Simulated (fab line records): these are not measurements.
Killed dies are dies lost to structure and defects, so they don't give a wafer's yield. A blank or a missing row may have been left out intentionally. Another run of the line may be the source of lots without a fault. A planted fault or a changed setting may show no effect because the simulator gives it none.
Which tool was responsible? | flow sky130 | Sampling: 9 lots, 27 wafers, 6 of 708 route steps

== WHAT THE GAUGES SHOWED, per wafer ==
SKY_CAP2M_RS_MEAS_03: measurement is done with a four-point probe. Usual: CAP2M_TIN_RS gives 6.93 ohm/sq (standard deviation 0.057).
lot  | measured     | on           | CAP2M_TIN_RS (ohm/sq) | flag
L778 | day 40 17:49 | filmMetro-04 | 6.88 6.85 6.97        | 
L781 | day 41 20:16 | filmMetro-04 | 6.96 6.91 6.99        | 
L783 | day 42 16:53 | filmMetro-02 | 6.92 6.86 6.88        | 
L784 | day 43 00:12 | filmMetro-04 | 7.93 7.90 7.95        | OFF
L785 | day 43 03:26 | filmMetro-02 | 7.01 7.95 6.98        | OFF
L786 | day 43 04:23 | filmMetro-03 | 7.00 7.00 6.98        | 
L791 | day 44 09:37 | filmMetro-04 | 6.86 6.83 6.84        | 
L792 | day 44 17:23 | filmMetro-02 | 6.90 6.86 6.87        | 
L797 | day 46 02:01 | filmMetro-04 | 6.85 6.85 6.90        | 

SKY_CAP2M_THK_MEAS_04: measures by xrf. Usual: CAP2M_TIN_THK gives 201.5 nm (standard deviation 2.2).
lot  | measured     | on           | CAP2M_TIN_THK (nm) | flag
L778 | day 40 17:56 | filmMetro-04 | 202.8 203.1 199.9  | 
L781 | day 41 20:23 | filmMetro-04 | 200.4 201.4 200.2  | 
L783 | day 42 17:01 | filmMetro-02 | 202.2 202.9 202.9  | 
L784 | day 43 00:19 | filmMetro-04 | 175.9 176.8 175.4  | OFF
L785 | day 43 03:33 | filmMetro-02 | 197.9 175.4 198.5  | OFF
L786 | day 43 04:30 | filmMetro-03 | 202.0 200.9 201.9  | 
L791 | day 44 09:44 | filmMetro-04 | 201.9 202.2 201.9  | 
L792 | day 44 17:31 | filmMetro-02 | 201.7 202.8 202.1  | 
L797 | day 46 02:08 | filmMetro-04 | 203.8 202.7 202.2  | 

== TOOL THAT RAN EACH LOT (tool first, then ch and the chambers of the sampled wafers, then the start) ==
lot  | SKY_VIA2_ETCH_14                  | SKY_VIA2_CMP_24               | SKY_METAL3_SPUTTER_03       | SKY_CAP2M_SPUTTER_02
L778 | rieDiel-03 ch 1,3, day 37 07:55   | cmp-01 ch 0,2, day 37 09:10   | pvdSputter-02, day 37 09:30 | pvdSputter-01, day 40 17:42
L781 | rieDiel-01 ch 1,2,3, day 38 12:22 | cmp-02 ch 0,1, day 38 13:35   | pvdSputter-02, day 38 13:58 | pvdSputter-02, day 41 20:09
L783 | rieDiel-03 ch 0,1,3, day 39 10:44 | cmp-02 ch 1,2,3, day 39 11:51 | pvdSputter-03, day 39 12:14 | pvdSputter-03, day 42 16:47
L784 | rieDiel-04 ch 0,1, day 39 17:52   | cmp-01 ch 0,1, day 39 19:04   | pvdSputter-03, day 39 19:24 | pvdSputter-03, day 43 00:04
L785 | rieDiel-01 ch 0,1,2, day 39 20:31 | cmp-01 ch 1,2,3, day 39 21:48 | pvdSputter-01, day 39 22:11 | pvdSputter-03, day 43 03:19
L786 | rieDiel-03 ch 1,3, day 39 21:44   | cmp-01 ch 0,2, day 39 22:57   | pvdSputter-02, day 39 23:20 | pvdSputter-01, day 43 04:16
L791 | rieDiel-04 ch 0,1,3, day 41 05:28 | cmp-01 ch 1,2,3, day 41 06:38 | pvdSputter-02, day 41 07:02 | pvdSputter-02, day 44 09:29
L792 | rieDiel-01 ch 1,2,3, day 41 12:53 | cmp-01 ch 1,2, day 41 13:58   | pvdSputter-01, day 41 14:21 | pvdSputter-02, day 44 17:17
L797 | rieDiel-04 ch 0,2,3, day 43 00:31 | cmp-02 ch 0,2,3, day 43 01:43 | pvdSputter-03, day 43 02:01 | pvdSputter-01, day 46 01:54
- SKY_VIA2_ETCH_14: etches BARC in N2/H2, stops on SiO2, time 45.9 s, target depth 60 nm.
- SKY_VIA2_CMP_24: polishes, stops on SiO2, t overpolish 20 s, target thk 0 nm.
- SKY_METAL3_SPUTTER_03: material Ti, target thk 5 nm, time 3.3 s.
- SKY_CAP2M_SPUTTER_02: material TiN, target thk 200 nm, time 166.7 s.

== AS READ BY THE TOOLS THEMSELVES (means over the sampled wafers that have a number; for cases with no such wafer, the mark the record gives instead) ==
SKY_VIA2_ETCH_14. Usual: drypumpMotorCurrentA 5.6 A, standard deviation 0.58; h2FlowSccm 200.0 sccm, standard deviation 0.6; oesProductAu 0.854 a.u., standard deviation 0.005; throttleValvePct 13.225 %, standard deviation 0.0079.
lot  | tool       | drypumpMotorCurrentA (A) | h2FlowSccm (sccm) | oesProductAu (a.u.) | throttleValvePct (%) | flag
L778 | rieDiel-03 | 5.5                      | 200.5             | 0.856               | 13.223               | 
L781 | rieDiel-01 | 6.1                      | 200.5             | 0.856               | 13.229               | 
L783 | rieDiel-03 | 5.7                      | 200.2             | 0.860               | 13.226               | 
L784 | rieDiel-04 | 5.0                      | 200.5             | 0.855               | 13.222               | 
L785 | rieDiel-01 | 6.1                      | 199.6             | 0.856               | 13.226               | 
L786 | rieDiel-03 | 5.5                      | 199.9             | 0.854               | 13.220               | 
L791 | rieDiel-04 | 5.1                      | 200.4             | 0.846               | 13.222               | 
L792 | rieDiel-01 | 6.1                      | 200.1             | 0.857               | 13.223               | 
L797 | rieDiel-04 | 5.4                      | 200.3             | 0.852               | 13.218               | 

SKY_VIA2_CMP_24. Usual: motorCurrentA 10.6 A, standard deviation 1.4; overpolishRunS 19.999 s, standard deviation 0.0083; timeToEndpointS 101 s, standard deviation 3.6.
lot  | tool   | motorCurrentA (A) | overpolishRunS (s) | timeToEndpointS (s) | flag
L778 | cmp-01 | 12.5              | 19.999             | 103                 | 
L781 | cmp-02 | 10.6              | 19.999             | 104                 | 
L783 | cmp-02 | 10.7              | 19.993             | 106                 | 
L784 | cmp-01 | 10.7              | 20.005             | 104                 | 
L785 | cmp-01 | 10.5              | 19.998             | 100                 | 
L786 | cmp-01 | 12.0              | 19.989             | 100                 | 
L791 | cmp-01 | 10.9              | 19.997             | 102                 | 
L792 | cmp-01 | 10.5              | 19.997             | 100                 | 
L797 | cmp-02 | 10.4              | 19.997             | 95                  | 

SKY_METAL3_SPUTTER_03. Usual: cathodeDcPowerW 3000.0 W, standard deviation 0.6; chamberPressurePa 0.4000 Pa, standard deviation 0.00088; throttleValvePct 30.6 %, standard deviation 1.3.
lot  | tool          | cathodeDcPowerW (W) | chamberPressurePa (Pa) | throttleValvePct (%) | flag
L778 | pvdSputter-02 | 3000.0              | 0.4001                 | 30.9                 | 
L781 | pvdSputter-02 | 3000.2              | 0.4003                 | 31.4                 | 
L783 | pvdSputter-03 | 2999.8              | 0.4005                 | 29.2                 | 
L784 | pvdSputter-03 | 2999.7              | 0.3998                 | 29.9                 | 
L785 | pvdSputter-01 | 2999.6              | 0.3999                 | 30.4                 | 
L786 | pvdSputter-02 | 3000.5              | 0.3997                 | 31.3                 | 
L791 | pvdSputter-02 | 2999.6              | 0.3999                 | 30.2                 | 
L792 | pvdSputter-01 | 3000.6              | 0.4001                 | 30.5                 | 
L797 | pvdSputter-03 | 3000.1              | 0.3990                 | 29.1                 | 

SKY_CAP2M_SPUTTER_02. Usual: cathodeDcPowerW 6500.0 W, standard deviation 1.2; chamberPressurePa 0.3999 Pa, standard deviation 0.00074; throttleValvePct 30.5 %, standard deviation 1.1.
lot  | tool          | cathodeDcPowerW (W) | chamberPressurePa (Pa) | throttleValvePct (%) | flag
L778 | pvdSputter-01 | 6501.1              | 0.3996                 | 30.5                 | 
L781 | pvdSputter-02 | 6499.4              | 0.3999                 | 31.9                 | 
L783 | pvdSputter-03 | 6499.9              | 0.4003                 | 30.6                 | 
L784 | pvdSputter-03 | 6500.3              | 0.4001                 | 30.3                 | 
L785 | pvdSputter-03 | 6499.6              | 0.3995                 | 30.6                 | 
L786 | pvdSputter-01 | 6499.9              | 0.4001                 | 30.3                 | 
L791 | pvdSputter-02 | 6500.0              | 0.3996                 | 31.2                 | 
L792 | pvdSputter-02 | 6499.9              | 0.3994                 | 30.9                 | 
L797 | pvdSputter-01 | 6501.2              | 0.3999                 | 30.4                 | 

== THE ANSWER, worked out from the rows above alone ==
Rule: a lot is off if the mean of its wafers that have a number lies more than 3 standard deviations from the usual mean. A lot without any number at a reading at which 4 lots or more have one is off too. Where the step has rows for the other lots, those lots are counted as sound. After the gauges, taken in route order, come the tools' own readings; for these a lot's mean is taken, as printed above. The first step at which some lot is off is used, and at that step the reading that is off furthest; a lot without a number counts as furthest.
Off: L784, L785, seen at SKY_CAP2M_RS_MEAS_03 (CAP2M_TIN_RS).
If a tool, at a process step before that reading, ran all the lots that are off and no sound lot after the first of them, it fits. The gauges at SKY_CAP2M_RS_MEAS_03 are tried like those tools. One fits: SKY_CAP2M_SPUTTER_02 on pvdSputter-03. A fault onset in the window from L783 (day 42 16:47, its last sound lot) to L784 (day 43 00:04, its first lot off) fits.

== WHAT THE SIMULATOR HAD PUT IN ==
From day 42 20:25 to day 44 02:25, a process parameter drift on pvdSputter-03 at SKY_CAP2M_SPUTTER_02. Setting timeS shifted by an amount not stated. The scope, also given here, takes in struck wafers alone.
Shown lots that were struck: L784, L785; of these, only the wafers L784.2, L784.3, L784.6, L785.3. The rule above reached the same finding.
